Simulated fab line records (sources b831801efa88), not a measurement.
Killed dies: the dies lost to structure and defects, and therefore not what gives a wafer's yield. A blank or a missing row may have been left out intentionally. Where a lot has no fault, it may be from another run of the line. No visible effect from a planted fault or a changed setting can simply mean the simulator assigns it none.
Which tool is to blame? | flow sky130 | 35 wafers from 12 lots sampled at 6 of the route's 708 steps

## WHAT THE GAUGES SHOWED, per wafer
SKY_PWDE_TW_MEAS_10. Usual: PWDE_TW gives 377.0 (standard deviation 2.1).
lot  | measured    | on            | PWDE_TW           | flag
L827 | day 3 22:56 | film-metro-04 | 376.5 376.2 377.5 |
L828 | day 4 07:10 | film-metro-01 | 379.9 381.6 380.4 |
L829 | day 4 09:13 | film-metro-01 | 378.6 377.8 380.4 |
L830 | day 4 14:25 | film-metro-04 | 377.1 376.0 376.9 |
L833 | day 5 10:22 | film-metro-01 | 377.1 379.5 378.8 |
L835 | day 5 18:38 | film-metro-01 | 379.9 378.3 379.4 |
L840 | day 6 19:03 | film-metro-01 | 377.0 378.7       |
L841 | day 7 08:25 | film-metro-04 | 367.8 368.0 368.2 | OFF
L842 | day 7 12:49 | film-metro-01 | 369.0 369.8 368.1 | OFF
L847 | day 8 16:16 | film-metro-04 | 375.5 376.2 375.2 |
L848 | day 8 19:05 | film-metro-03 | 377.4 375.2 375.3 |
L850 | day 9 11:04 | film-metro-01 | 379.3 379.4 379.5 |

SKY_NWELL_RS_MEAS_31: the measuring method here is four-point-probe. Usual: PWDE_RS gives 5282 ohm/sq (standard deviation 20).
lot  | measured     | on            | PWDE_RS (ohm/sq) | flag
L827 | day 5 10:05  | film-metro-01 | 5277 5276 5283   |
L828 | day 5 20:53  | film-metro-01 | 5273 5256 5273   |
L829 | day 5 21:52  | film-metro-04 | 5317 5323 5314   |
L830 | day 6 03:06  | film-metro-03 | 5264 5296 5294   |
L833 | day 7 00:44  | film-metro-03 | 5322 5290 5283   |
L835 | day 7 09:34  | film-metro-04 | 5255 5278 5282   |
L840 | day 8 13:33  | film-metro-04 | 5252 5262        |
L841 | day 9 01:54  | film-metro-01 | 5376 5364 5361   | OFF
L842 | day 9 07:02  | film-metro-03 | 5410 5406 5400   | OFF
L847 | day 10 12:46 | film-metro-03 | 5261 5267 5273   |
L848 | day 10 16:40 | film-metro-01 | 5265 5277 5265   |
L850 | day 11 10:20 | film-metro-01 | 5291 5283 5279   |

SKY_METAL2_OVL_MEAS_16. Usual: METAL2_OVL gives 5 nm (standard deviation 6.5).
lot  | measured     | on         | METAL2_OVL (nm) | flag
L827 | day 35 01:14 | overlay-01 | 4 3 6           |
L828 | day 35 14:23 | overlay-01 | 14 16 15        |
L829 | day 35 15:22 | overlay-02 | 7 7 9           |
L830 | day 36 03:26 | overlay-02 | 7 5 6           |
L833 | day 37 12:39 | overlay-02 | -7 0 -4         |
L835 | day 37 18:13 | overlay-01 | 5 8 10          |
L840 | day 39 16:41 | overlay-01 | -2 7            |
L841 | day 39 18:25 | overlay-01 | -10 1 -5        |
L842 | day 40 00:21 | overlay-02 | 7 11 6          |
L847 | day 41 21:52 | overlay-02 | 2 8 8           |
L848 | day 42 01:45 | overlay-01 | 0 16 -3         |
L850 | day 42 04:21 | overlay-01 | 10 12 11        |

## WHICH TOOL RAN EACH LOT (tool, then ch and the chambers of the sampled wafers, then the start)
lot  | SKY_PWDE_IMPLANT_08            | SKY_METAL1_SPUTTER_00        | SKY_METAL1_SPUTTER_04
L827 | implanter-04 ch 0, day 3 22:43 | pvd-sputter-03, day 31 13:43 | pvd-sputter-03, day 31 13:49
L828 | implanter-02 ch 0, day 4 06:55 | pvd-sputter-04, day 32 04:00 | pvd-sputter-04, day 32 04:05
L829 | implanter-02 ch 0, day 4 08:58 | pvd-sputter-03, day 32 06:03 | pvd-sputter-03, day 32 06:08
L830 | implanter-02 ch 0, day 4 14:10 | pvd-sputter-04, day 32 17:38 | pvd-sputter-04, day 32 17:44
L833 | implanter-04 ch 0, day 5 10:08 | pvd-sputter-03, day 34 01:51 | pvd-sputter-03, day 34 01:56
L835 | implanter-02 ch 0, day 5 18:25 | pvd-sputter-02, day 34 08:59 | pvd-sputter-02, day 34 09:05
L840 | implanter-02 ch 0, day 6 18:48 | pvd-sputter-03, day 36 08:54 | pvd-sputter-03, day 36 08:59
L841 | implanter-02 ch 0, day 7 08:10 | pvd-sputter-03, day 36 10:41 | pvd-sputter-03, day 36 10:46
L842 | implanter-02 ch 0, day 7 12:34 | pvd-sputter-02, day 36 16:58 | pvd-sputter-02, day 36 17:04
L847 | implanter-01 ch 0, day 8 16:02 | pvd-sputter-03, day 38 17:25 | pvd-sputter-03, day 38 17:31
L848 | implanter-04 ch 0, day 8 18:52 | pvd-sputter-02, day 38 21:03 | pvd-sputter-02, day 38 21:08
L850 | implanter-01 ch 0, day 9 10:50 | pvd-sputter-02, day 38 23:41 | pvd-sputter-02, day 38 23:46
- SKY_PWDE_IMPLANT_08
- SKY_METAL1_SPUTTER_00: material Ti, target thk 15 nm, time 10 s.
- SKY_METAL1_SPUTTER_04: material TiN, target thk 70 nm, time 58.3 s.

## WHAT THE TOOLS THEMSELVES READ (means of the sampled wafers that have a number; where no wafer has one, the mark that the record gives instead)
SKY_PWDE_IMPLANT_08. Usual: beam-energy-keV at 149.99, with a standard deviation of 0.044.
lot  | tool         | beam-energy-keV | flag
L827 | implanter-04 | 149.99          |
L828 | implanter-02 | 149.98          |
L829 | implanter-02 | 149.98          |
L830 | implanter-02 | 150.00          |
L833 | implanter-04 | 150.00          |
L835 | implanter-02 | 150.01          |
L840 | implanter-02 | 150.06          |
L841 | implanter-02 | 116.16          | OFF
L842 | implanter-02 | 116.12          | OFF
L847 | implanter-01 | 149.96          |
L848 | implanter-04 | 150.03          |
L850 | implanter-01 | 149.95          |

SKY_METAL1_SPUTTER_00. Usual: throttle-valve-pct at 29.8 %, with a standard deviation of 0.83.
lot  | tool           | throttle-valve-pct (%) | flag
L827 | pvd-sputter-03 | 29.4                   |
L828 | pvd-sputter-04 | 29.7                   |
L829 | pvd-sputter-03 | 29.2                   |
L830 | pvd-sputter-04 | 29.4                   |
L833 | pvd-sputter-03 | 29.5                   |
L835 | pvd-sputter-02 | 29.8                   |
L840 | pvd-sputter-03 | 29.4                   |
L841 | pvd-sputter-03 | 29.7                   |
L842 | pvd-sputter-02 | 29.7                   |
L847 | pvd-sputter-03 | 29.5                   |
L848 | pvd-sputter-02 | 30.1                   |
L850 | pvd-sputter-02 | 29.9                   |

SKY_METAL1_SPUTTER_04. Usual: throttle-valve-pct at 29.8 %, with a standard deviation of 0.8.
lot  | tool           | throttle-valve-pct (%) | flag
L827 | pvd-sputter-03 | 29.4                   |
L828 | pvd-sputter-04 | 29.6                   |
L829 | pvd-sputter-03 | 29.4                   |
L830 | pvd-sputter-04 | 29.5                   |
L833 | pvd-sputter-03 | 29.6                   |
L835 | pvd-sputter-02 | 29.9                   |
L840 | pvd-sputter-03 | 29.3                   |
L841 | pvd-sputter-03 | 29.6                   |
L842 | pvd-sputter-02 | 29.6                   |
L847 | pvd-sputter-03 | 29.6                   |
L848 | pvd-sputter-02 | 30.1                   |
L850 | pvd-sputter-02 | 29.9                   |

## THE ANSWER, worked out from the rows above alone
Rule: take the mean of a lot's wafers that have a number; if it is more than 3 standard deviations from the usual mean, the lot is off. Also off: a lot with no number at a reading for which 4 or more lots have one. The other lots that the step has rows for count as sound. Order of review: gauges by route order, followed by the tools' own readings, for which a lot's mean as printed above is used. At the first step where some lot is off, the reading lying furthest off is the one used; lots without a number count as furthest.
Off: L841, L842, at SKY_PWDE_TW_MEAS_10 (PWDE_TW).
If a tool, at a process step before that reading, ran all the lots that are off and no sound lot after the first of them, it fits. Not tried: the gauges at SKY_PWDE_TW_MEAS_10; whatever is off there is also off at SKY_PWDE_IMPLANT_08, on other tools, and gauge error can't account for it. One candidate fits, namely implanter-02 at SKY_PWDE_IMPLANT_08. Its last sound lot is L840 (day 6 18:48), its first lot that is off L841 (day 7 08:10): a fault that began between those two fits.
On the lots that are off, the tool's own readings at SKY_PWDE_IMPLANT_08 differ by more than 5 times the standard deviation of the sound lots' means, which bears it out; beam-energy-keV reads 116.14 there versus 150.00 on the sound lots.

## WHAT THE SIMULATOR HAD INSERTED
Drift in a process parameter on implanter-02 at SKY_PWDE_IMPLANT_08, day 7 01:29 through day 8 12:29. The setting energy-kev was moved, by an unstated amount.
Lots struck among those shown: L841, L842. The rule given above showed the same thing.
